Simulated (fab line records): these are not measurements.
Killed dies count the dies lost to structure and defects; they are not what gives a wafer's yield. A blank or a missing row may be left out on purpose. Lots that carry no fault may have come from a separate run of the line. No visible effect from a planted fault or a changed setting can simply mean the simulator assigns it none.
fab line records | flow sky130
record lots=6 | wafers=18 | last_day=49
route steps=708 shown SONOS_TUNNEL@156 SONOS_ONO@168 PAD_OPEN@708
lots that met no fault: from a run of the same line without faults
start_h: hours from the record's opening day to when the first of the lot's shown wafers began | wait_h: hours since the lot's step before | " as in the row above | L1.1+2: a row that stands for several wafers | - no value present, or no start provided | * or withheld: withheld | < > ~ a bound
route shown NAME@n: names a module that has steps shown in the file, with the first one's number in the route | usual: mean and standard deviation over wafers with no fault | same: alike in all rows | chamber/n: place in a boat | sites: per-site readings | _std_site: their standard deviation | _edge_site: outer sites' mean less inner sites' | radius_mm: how far each site lies from the wafer's centre | mask NAME#n: copy n | behind: the last tool/chamber to shape the wafer | hold: the reason the lot was held/the length of the hold in hours/how it ended | device: transistor that didn't switch, given as n, p or np | end of line: the tests these same wafers got at the end of their route | a step given without rows: its recipe and nothing more | killed: not the wafer's yield, but the dies lost to structure and defects at the first sort | map: a wafer's dies, x killed, . not, _ none there
set.NAME: the setting the step ran with; set.NAME@STEP: the setting that earlier step ran with | model.NAME: the simulator's own value behind a step, which no gauge read
lots at selected steps of the route; one table per step, one row per wafer
services: a tool's chamber out of use, with start hour (start_h, from the record's first day; less than 0 if before it), hours out, and reason
## steps
# step SKY_SONOS_TUNNEL_COAT_02
# recipe resist=NOVOLAK | spin_rpm=3000 | resist_thk_nm=1140
# step SKY_SONOS_TUNNEL_SOFTBAKE_03
# recipe temp_c=90 | time_s=60 | resist=NOVOLAK
# step SKY_SONOS_TUNNEL_EXPOSE_04
# recipe mask_id=TUNM | na=0.6 | source_shape=conventional | sigma_outer=0.6 | polarization=unpolarized | target_cd_nm=410 | dose_mj=136
# step SKY_SONOS_TUNNEL_PEB_05
# recipe temp_c=withheld | time_s=* | resist=NOVOLAK
# step SKY_SONOS_TUNNEL_DEVELOP_06
# recipe resist=NOVOLAK | developer=TMAH | develop_time_s=60 | dev_temp_c=23
# step SKY_SONOS_TUNNEL_CD_MEAS_07
# recipe target_cd_nm=410
# usual cd_nm=408.9/2.3
lot.wafer | tool      | chamber | start_h | wait_h | cd_nm
L499.2    | cd_sem-02 | -       | 253.37  | 0.1    | 414.4
L499.3    | "         | -       | "       | "      | 413.2
L499.6    | "         | -       | "       | "      | 412.3
L503.1    | cd_sem-02 | -       | 289.18  | 0.1    | 411.8
L503.3    | "         | -       | "       | "      | 411.7
L503.6    | "         | -       | "       | "      | 412.8
L508.2    | cd_sem-01 | -       | 326.47  | 0.1    | 405.5
L508.4    | "         | -       | "       | "      | 405.1
L508.6    | "         | -       | "       | "      | 405.6
L509.2    | cd_sem-01 | -       | 336.22  | 0.1    | 411.4
L509.5    | "         | -       | "       | "      | 408.7
L509.6    | "         | -       | "       | "      | 408.9
L512.1    | cd_sem-01 | -       | 354.95  | 0.1    | 410.4
L512.4    | "         | -       | "       | "      | 411.6
L512.5    | "         | -       | "       | "      | 409.0
L514.1    | cd_sem-01 | -       | 375.66  | 0.1    | 408.4
L514.5    | "         | -       | "       | "      | 410.6
L514.6    | "         | -       | "       | "      | 407.8
# step SKY_SONOS_TUNNEL_OVL_MEAS_08
# usual SONOS_TUNNEL_OVL=0.3/1.3
lot.wafer | tool       | chamber | start_h | wait_h | SONOS_TUNNEL_OVL[nm]
L499.2    | overlay-01 | -       | 253.47  | 0.1    | 1.9
L499.3    | "          | -       | "       | "      | 2.3
L499.6    | "          | -       | "       | "      | 2.0
L503.1    | overlay-01 | -       | 289.30  | 0.1    | 0.7
L503.3    | "          | -       | "       | "      | 0.2
L503.6    | "          | -       | "       | "      | -0.1
L508.2    | overlay-01 | -       | 326.57  | 0.1    | 1.0
L508.4    | "          | -       | "       | "      | -0.3
L508.6    | "          | -       | "       | "      | -0.7
L509.2    | overlay-02 | -       | 336.32  | 0.1    | -0.5
L509.5    | "          | -       | "       | "      | 0.3
L509.6    | "          | -       | "       | "      | -1.4
L512.1    | overlay-02 | -       | 355.07  | 0.1    | 0.2
L512.4    | "          | -       | "       | "      | 0.0
L512.5    | "          | -       | "       | "      | 0.2
L514.1    | overlay-02 | -       | 375.78  | 0.1    | 2.0
L514.5    | "          | -       | "       | "      | 1.0
L514.6    | "          | -       | "       | "      | 1.8
# step SKY_SONOS_TUNNEL_IMPLANT_09
# recipe species=B | energy_kev=20 | dose_cm2=1e+12 | tilt_deg=withheld
# step SKY_SONOS_TUNNEL_WET_ETCH_10
# recipe chemistry=dHF | target_depth_nm=14 | target=SiO2 | dilution=100:1 | temp_c=25 | time_s=280
# step SKY_SONOS_TUNNEL_STRIP_11
# recipe chemistry=SPM | time_s=600 | temp_c=130
# step SKY_SONOS_TUNNEL_TW_MEAS_12
# usual SONOS_TUNNEL_TW=198/3.4
lot.wafer | tool          | chamber | start_h | wait_h | SONOS_TUNNEL_TW
L499.2    | film_metro-01 | -       | 253.94  | 0.0    | 202
L499.3    | "             | -       | "       | "      | 201
L499.6    | "             | -       | "       | "      | 202
L503.1    | film_metro-04 | -       | 289.77  | 0.0    | 195
L503.3    | "             | -       | "       | "      | 195
L503.6    | "             | -       | "       | "      | 196
L508.2    | film_metro-01 | -       | 327.02  | 0.0    | 201
L508.4    | "             | -       | "       | "      | 202
L508.6    | "             | -       | "       | "      | 201
L509.2    | film_metro-04 | -       | 336.86  | 0.0    | 193
L509.5    | "             | -       | "       | "      | 193
L509.6    | "             | -       | "       | "      | 192
L512.1    | film_metro-03 | -       | 355.51  | 0.0    | 197
L512.4    | "             | -       | "       | "      | 197
L512.5    | "             | -       | "       | "      | 197
L514.1    | film_metro-03 | -       | 376.23  | 0.0    | 198
L514.5    | "             | -       | "       | "      | 198
L514.6    | "             | -       | "       | "      | 198
# step SKY_SONOS_TUNNEL_CLEAN_13
# recipe chemistry=dHF | time_s=20 | dilution=100:1 | dry=ipa_marangoni
# step SKY_SONOS_ONO_OXIDATION_00
# recipe temp_c=800 | ambient=O2 | idle_temp_c=700 | ramp_up_c_per_min=10 | ramp_down_c_per_min=3 | stabilise_s=600 | purge_s=300 | target_thk_a=26 | ox_time_s=1249
# usual spike_tc_centre_C=800.0/1.1 | spike_tc_upper_C=800.6/1 | zone_power_centre_pct=14.9/0.59 | zone_power_lower_pct=11.59/0.12 | zone_power_top_pct=29.3/0.96 | zone_power_upper_pct=13.1/0.76
lot.wafer | tool       | chamber | start_h | wait_h | spike_tc_centre_C | spike_tc_upper_C | zone_power_centre_pct | zone_power_lower_pct | zone_power_top_pct | zone_power_upper_pct | model.SiO2_of_SONOS_ONO_OXIDATION_00.thk_nm
L499.2    | furnace-02 | 0       | 254.01  | 0.0    | 798.0             | 801.5            | 14.2                  | 11.53                | 28.4               | 12.4                 | 2.515
L499.3    | "          | 0       | "       | "      | 799.1             | 798.4            | 14.5                  | 11.58                | 28.4               | 12.4                 | 2.518
L499.6    | "          | 0       | "       | "      | 798.1             | 800.4            | 14.7                  | 11.54                | 29.1               | 12.8                 | 2.512
L503.1    | furnace-01 | 0       | 289.84  | 0.0    | 801.7             | 801.7            | 15.6                  | 11.65                | 30.3               | 13.9                 | 2.655
L503.3    | "          | 0       | "       | "      | 800.0             | 802.2            | 15.9                  | 11.70                | 30.6               | 13.9                 | 2.65
L503.6    | "          | 0       | "       | "      | 800.8             | 799.4            | 15.3                  | 11.65                | 30.4               | 14.0                 | 2.626
L508.2    | furnace-01 | 0       | 331.95  | 4.9    | 799.5             | 798.5            | 15.5                  | 11.60                | 30.5               | 14.0                 | 2.645
L508.4    | "          | 0       | "       | "      | 800.1             | 801.1            | 15.6                  | 11.46                | 30.6               | 14.1                 | 2.655
L508.6    | "          | 0       | "       | "      | 798.8             | 802.0            | 15.6                  | 11.43                | 30.7               | 14.1                 | 2.702
L509.2    | furnace-02 | 0       | 341.05  | 4.1    | 800.5             | 800.2            | 14.7                  | 11.71                | 28.2               | 12.2                 | 2.624
L509.5    | "          | 0       | "       | "      | 799.6             | 799.8            | 14.3                  | 11.62                | 28.2               | 12.4                 | 2.638
L509.6    | "          | 0       | "       | "      | 801.3             | 801.1            | 14.6                  | 11.57                | 28.4               | 12.7                 | 2.611
L512.1    | furnace-02 | 0       | 358.21  | 2.6    | 803.8             | 765.9            | 19.5                  | 11.10                | 34.7               | 2.7                  | 2.113
L512.4    | "          | 0       | "       | "      | 803.6             | 764.5            | 19.4                  | 11.19                | 35.6               | 2.7                  | 2.073
L512.5    | "          | 0       | "       | "      | 802.9             | 766.0            | 19.3                  | 11.24                | 35.6               | 2.7                  | 2.069
L514.1    | furnace-02 | 0       | 378.65  | 2.3    | 802.9             | 765.9            | 19.1                  | 11.15                | 34.9               | 2.7                  | 2.529
L514.5    | "          | 0       | "       | "      | 803.1             | 766.3            | 19.6                  | 11.24                | 35.1               | 2.7                  | 2.514
L514.6    | "          | 0       | "       | "      | 803.2             | 765.2            | 19.1                  | 11.32                | 35.0               | 2.7                  | 2.496
# step SKY_SONOS_ONO_THK_MEAS_01
# recipe reads=SiO2_of_SONOS_ONO_OXIDATION_00
# usual SONOS_ONO_OXIDATION_THK=2.58/0.055
lot.wafer | tool          | chamber | start_h | wait_h | SONOS_ONO_OXIDATION_THK[nm]
L499.2    | film_metro-02 | -       | 255.36  | 0.0    | 2.51
L499.3    | "             | -       | "       | "      | 2.51
L499.6    | "             | -       | "       | "      | 2.49
L503.1    | film_metro-02 | -       | 291.19  | 0.0    | 2.61
L503.3    | "             | -       | "       | "      | 2.64
L503.6    | "             | -       | "       | "      | 2.58
L508.2    | film_metro-01 | -       | 333.30  | 0.0    | 2.66
L508.4    | "             | -       | "       | "      | 2.66
L508.6    | "             | -       | "       | "      | 2.70
L509.2    | film_metro-01 | -       | 342.41  | 0.0    | 2.59
L509.5    | "             | -       | "       | "      | 2.66
L509.6    | "             | -       | "       | "      | 2.63
L512.1    | film_metro-02 | -       | 359.56  | 0.0    | 2.12
L512.4    | "             | -       | "       | "      | 2.04
L512.5    | "             | -       | "       | "      | 2.06
L514.1    | film_metro-03 | -       | 379.99  | 0.0    | 2.55
L514.5    | "             | -       | "       | "      | 2.55
L514.6    | "             | -       | "       | "      | 2.52
# step SKY_SONOS_ONO_CVD_02
# recipe material=Si3N4 | precursor=DCS/NH3 | target_thk_nm=10.5 | temp_c=770 | time_s=180 | pressure_mtorr=250
# step SKY_PAD_OPEN_PROBE_99
# usual killed_at_M0_to_M3=44/6.9 | killed_at_M4_up=3.3/1.8 | killed_at_contacts=24/5 | killed_at_front_end=16/4.6 | killed_at_other=0.2/0.42 | killed_dies=88/9.2 | killed_open=48/7.3 | killed_short=40/6.5
# same gross_dies=492 | killed_at_back_side=0
lot.wafer | tool      | chamber | start_h | wait_h | killed_at_M0_to_M3 | killed_at_M4_up | killed_at_contacts | killed_at_front_end | killed_at_other | killed_dies | killed_open | killed_short | model.etest.sonos_erased.drive_ua_um | model.etest.cap_ono.gate_log10_a_cm2 | model.etest.cap_ono.gate_bv_v | model.etest.cap_ono.tox_acc_nm | model.etest.sonos_erased.vt_v | model.etest.sonos_baked.vt_less_v | model.etest.sonos_programmed.vt_v
L499.2    | prober-02 | -       | 1074.91 | 0.1    | 39                 | 1               | 20                 | 25                  | 0               | 85          | 40          | 45           | 180.6                                | -8.05                                | 16.83                         | 13                             | -2.243                        | -0.4909                           | 1.36
L499.3    | prober-02 | -       | 1074.96 | 0.2    | 37                 | 1               | 21                 | 23                  | 0               | 82          | 44          | 38           | 215.2                                | -7.994                               | 16.48                         | 12.97                          | -2.3                          | -0.4677                           | 1.392
L499.6    | prober-02 | -       | 1075.11 | 0.2    | 38                 | 4               | 14                 | 16                  | 0               | 72          | 38          | 34           | 171.9                                | -8.032                               | 16.93                         | 12.9                           | -2.261                        | -0.5364                           | 1.417
L503.1    | prober-01 | -       | 1111.10 | 0.1    | 50                 | 2               | 32                 | 16                  | 1               | 101         | 50          | 51           | 167.1                                | -7.799                               | 15.94                         | 12.78                          | -2.247                        | -0.4933                           | 1.509
L503.3    | prober-01 | -       | 1111.20 | 0.2    | 46                 | 4               | 23                 | 13                  | 0               | 86          | 41          | 45           | 159.4                                | -8.097                               | 16.84                         | 13                             | -2.167                        | -0.4709                           | 1.393
L503.6    | prober-01 | -       | 1111.35 | 0.2    | 44                 | 4               | 20                 | 14                  | 0               | 82          | 46          | 36           | 179                                  | -8.001                               | 16.25                         | 12.92                          | -2.229                        | -0.5207                           | 1.458
L508.2    | prober-01 | -       | 1133.84 | 0.1    | 57                 | 2               | 19                 | 22                  | 0               | 100         | 53          | 47           | 182.3                                | -8.188                               | 16.16                         | 13.07                          | -2.179                        | -0.5128                           | 1.435
L508.4    | prober-01 | -       | 1133.94 | 0.2    | 45                 | 2               | 29                 | 32                  | 0               | 108         | 59          | 49           | 188                                  | -8.17                                | 16.54                         | 13.07                          | -2.182                        | -0.3955                           | 1.357
L508.6    | prober-01 | -       | 1134.04 | 0.2    | 47                 | 4               | 28                 | 18                  | 0               | 97          | 59          | 38           | 191.7                                | -8.208                               | 16.4                          | 13.09                          | -2.153                        | -0.4595                           | 1.379
L509.2    | prober-02 | -       | 1141.67 | 0.1    | 39                 | 4               | 31                 | 16                  | 0               | 90          | 56          | 34           | 196.3                                | -8.016                               | 16.06                         | 12.93                          | -2.258                        | -0.4826                           | 1.417
L509.5    | prober-02 | -       | 1141.82 | 0.2    | 51                 | 2               | 25                 | 10                  | 0               | 88          | 54          | 34           | 170.8                                | -8.043                               | 16.2                          | 12.99                          | -2.204                        | -0.4594                           | 1.411
L509.6    | prober-02 | -       | 1141.87 | 0.2    | 42                 | 2               | 22                 | 12                  | 0               | 78          | 47          | 31           | 215.8                                | -7.925                               | 16.11                         | 12.88                          | -2.318                        | -0.4312                           | 1.444
L512.1    | prober-01 | -       | 1158.77 | 0.1    | 44                 | 4               | 20                 | 21                  | 0               | 89          | 48          | 39           | 186.4                                | -7.577                               | 16.06                         | 12.58                          | -2.43                         | -0.6063                           | 1.453
L512.4    | prober-01 | -       | 1158.92 | 0.2    | 37                 | 2               | 24                 | 20                  | 1               | 84          | 47          | 37           | 181                                  | -7.581                               | 15.9                          | 12.6                           | -2.448                        | -0.6112                           | 1.444
L512.5    | prober-01 | -       | 1158.97 | 0.2    | 48                 | 2               | 22                 | 23                  | 0               | 95          | 44          | 50           | 210.2                                | -7.517                               | 16.12                         | 12.55                          | -2.474                        | -0.6018                           | 1.413
L514.1    | prober-01 | -       | 1170.17 | 0.1    | 51                 | 3               | 26                 | 16                  | 0               | 96          | 51          | 44           | 184.9                                | -8.149                               | 16.8                          | 12.98                          | -2.259                        | -0.4739                           | 1.361
L514.5    | prober-01 | -       | 1170.37 | 0.2    | 51                 | 4               | 25                 | 8                   | 1               | 89          | 44          | 44           | 166.6                                | -8.247                               | 16.45                         | 13.11                          | -2.172                        | -0.5448                           | 1.32
L514.6    | prober-01 | -       | 1170.42 | 0.2    | 53                 | 4               | 27                 | 16                  | 0               | 100         | 56          | 44           | 153.3                                | -8.188                               | 16.72                         | 13.11                          | -2.187                        | -0.4767                           | 1.308
# killed by level:class
L499.2 FIELD_ISO:geometric_particle:short=8 VIA1:geometric_particle:open=8 POLY_GATE:geometric_particle:open=6 VIA2:geometric_particle:open=6 CONTACT:geometric_particle:open=6 METAL2:geometric_particle:short=5 VIA1:geometric_particle:short=5 LOCAL_INTERCONNECT:geometric_particle:short=4
L499.3 CONTACT:geometric_particle:open=11 VIA1:geometric_particle:open=9 METAL2:geometric_particle:short=7 POLY_GATE:geometric_particle:short=6 FIELD_ISO:geometric_particle:open=5 POLY_GATE:geometric_particle:open=5 VIA1:geometric_particle:short=5 CONTACT:geometric_particle:short=4
L499.6 VIA1:geometric_particle:open=9 FIELD_ISO:geometric_particle:short=5 CONTACT:geometric_particle:open=5 METAL2:geometric_particle:short=5 METAL1:geometric_particle:short=5 FIELD_ISO:geometric_particle:open=4 LI_CONTACT:geometric_particle:open=4 VIA1:geometric_particle:short=4
L503.1 LI_CONTACT:geometric_particle:open=13 VIA1:geometric_particle:open=10 CONTACT:geometric_particle:open=7 VIA2:geometric_particle:open=7 POLY_GATE:geometric_particle:short=6 CONTACT:geometric_particle:short=6 METAL1:geometric_particle:short=6 VIA3:geometric_particle:short=6
L503.3 VIA1:geometric_particle:open=9 VIA2:geometric_particle:open=8 VIA3:geometric_particle:open=8 CONTACT:geometric_particle:short=7 LI_CONTACT:geometric_particle:open=6 LI_CONTACT:geometric_particle:short=5 VIA3:geometric_particle:short=5 POLY_GATE:geometric_particle:short=4
L503.6 VIA1:geometric_particle:open=11 VIA2:geometric_particle:open=6 LI_CONTACT:geometric_particle:open=6 METAL2:geometric_particle:short=6 VIA3:geometric_particle:open=6 METAL1:geometric_particle:short=5 CONTACT:geometric_particle:open=5 CONTACT:geometric_particle:short=4
L508.2 VIA1:geometric_particle:open=17 VIA3:geometric_particle:open=9 FIELD_ISO:geometric_particle:short=8 LI_CONTACT:geometric_particle:open=6 VIA1:geometric_particle:short=6 FIELD_ISO:geometric_particle:open=5 VIA2:geometric_particle:short=5 CONTACT:geometric_particle:open=5
L508.4 CONTACT:geometric_particle:open=16 FIELD_ISO:geometric_particle:short=12 VIA1:geometric_particle:open=9 FIELD_ISO:geometric_particle:open=7 METAL1:geometric_particle:short=6 POLY_GATE:geometric_particle:open=5 VIA2:geometric_particle:open=5 LI_CONTACT:geometric_particle:open=5
L508.6 VIA1:geometric_particle:open=15 CONTACT:geometric_particle:open=10 LOCAL_INTERCONNECT:geometric_particle:short=7 VIA3:geometric_particle:open=7 FIELD_ISO:geometric_particle:open=6 LI_CONTACT:geometric_particle:open=5 CONTACT:geometric_particle:short=5 METAL2:geometric_particle:short=5
L509.2 CONTACT:geometric_particle:open=12 VIA1:geometric_particle:open=11 FIELD_ISO:geometric_particle:open=7 LI_CONTACT:geometric_particle:open=6 LOCAL_INTERCONNECT:geometric_particle:short=5 VIA3:geometric_particle:open=5 VIA1:geometric_particle:short=5 VIA2:geometric_particle:open=5
L509.5 CONTACT:geometric_particle:open=12 VIA1:geometric_particle:open=12 VIA3:geometric_particle:open=10 METAL2:geometric_particle:short=8 METAL1:geometric_particle:short=6 LI_CONTACT:geometric_particle:open=5 VIA2:geometric_particle:short=5 VIA2:geometric_particle:open=5
L509.6 VIA1:geometric_particle:open=13 CONTACT:geometric_particle:open=11 METAL2:geometric_particle:short=5 VIA2:geometric_particle:open=5 VIA3:geometric_particle:open=5 LI_CONTACT:geometric_particle:open=4 VIA1:geometric_particle:short=4 POLY_GATE:geometric_particle:open=3
L512.1 CONTACT:geometric_particle:open=10 VIA3:geometric_particle:open=8 VIA1:geometric_particle:open=7 FIELD_ISO:geometric_particle:open=6 VIA2:geometric_particle:open=6 FIELD_ISO:geometric_particle:short=5 LI_CONTACT:geometric_particle:open=5 METAL2:geometric_particle:short=5
L512.4 VIA1:geometric_particle:open=14 CONTACT:geometric_particle:open=9 LI_CONTACT:geometric_particle:open=7 FIELD_ISO:geometric_particle:short=6 POLY_GATE:geometric_particle:short=5 POLY_GATE:geometric_particle:open=4 LOCAL_INTERCONNECT:geometric_particle:short=4 METAL2:geometric_particle:short=4
L512.5 METAL2:geometric_particle:short=11 VIA3:geometric_particle:open=10 FIELD_ISO:geometric_particle:open=9 CONTACT:geometric_particle:open=8 METAL1:geometric_particle:short=6 FIELD_ISO:geometric_particle:short=5 LI_CONTACT:geometric_particle:open=5 CONTACT:geometric_particle:short=5
L514.1 VIA2:geometric_particle:open=14 LOCAL_INTERCONNECT:geometric_particle:short=10 CONTACT:geometric_particle:open=8 VIA1:geometric_particle:open=7 POLY_GATE:geometric_particle:open=5 VIA3:geometric_particle:open=5 VIA1:geometric_particle:short=5 METAL2:geometric_particle:short=4
L514.5 CONTACT:geometric_particle:open=13 METAL2:geometric_particle:short=10 VIA1:geometric_particle:open=8 VIA3:geometric_particle:open=8 LI_CONTACT:geometric_particle:open=5 VIA2:geometric_particle:open=5 VIA3:geometric_particle:short=5 CONTACT:geometric_particle:short=4
L514.6 CONTACT:geometric_particle:open=17 METAL2:geometric_particle:short=10 METAL1:geometric_particle:short=8 VIA1:geometric_particle:open=8 VIA3:geometric_particle:open=7 VIA2:geometric_particle:open=6 POLY_GATE:geometric_particle:open=5 LOCAL_INTERCONNECT:geometric_particle:short=5
## services
tool       | chamber | start_h | hours | kind
furnace-02 | -       | 302.93  | 3.3   | pm
furnace-02 | -       | 322.31  | 8.4   | repair
furnace-01 | -       | 375.54  | 3.9   | pm
## key
first_sign step=SKY_SONOS_ONO_OXIDATION_00 | reading=spike_tc_upper_C | direction=down | sigmas=34 | usual=800.6 | struck=765.6
effect step=SKY_SONOS_ONO_OXIDATION_00 | reading=zone_power_upper_pct | direction=down | sigmas=14 | usual=13.1 | struck=2.7
effect step=SKY_SONOS_ONO_THK_MEAS_01 | reading=SONOS_ONO_OXIDATION_THK | direction=down | sigmas=5 | usual=2.58 | struck=2.30 | wafers_moved=3
model_effect step=SKY_SONOS_ONO_OXIDATION_00 | value=SiO2_of_SONOS_ONO_OXIDATION_00.thk_nm | without=2.555 | struck=2.299
model_effect step=SKY_PAD_OPEN_PROBE_99 | value=etest.sonos_erased.drive_ua_um | without=164.3 | struck=180.4
met_at SKY_SONOS_ONO_OXIDATION_00
struck_wafers L512.1,L512.4,L512.5,L514.1,L514.5,L514.6
tester_left_out L512,L514
onset_between 341.05 358.21
fault kind=process_parameter_drift | tool=furnace-02 | chamber=- | onset_h=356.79 | steps=SKY_SONOS_ONO_OXIDATION_00 | channel=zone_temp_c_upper | offset=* | shape=step | end_h=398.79
# tester_left_out: of these lots the tester's yield and bins aren't shown, on N5 and GAA mostly nor the transistor test; their killed dies are dies lost to structure and defects alone, not to doping, threshold or leakage, so they don't give the yield
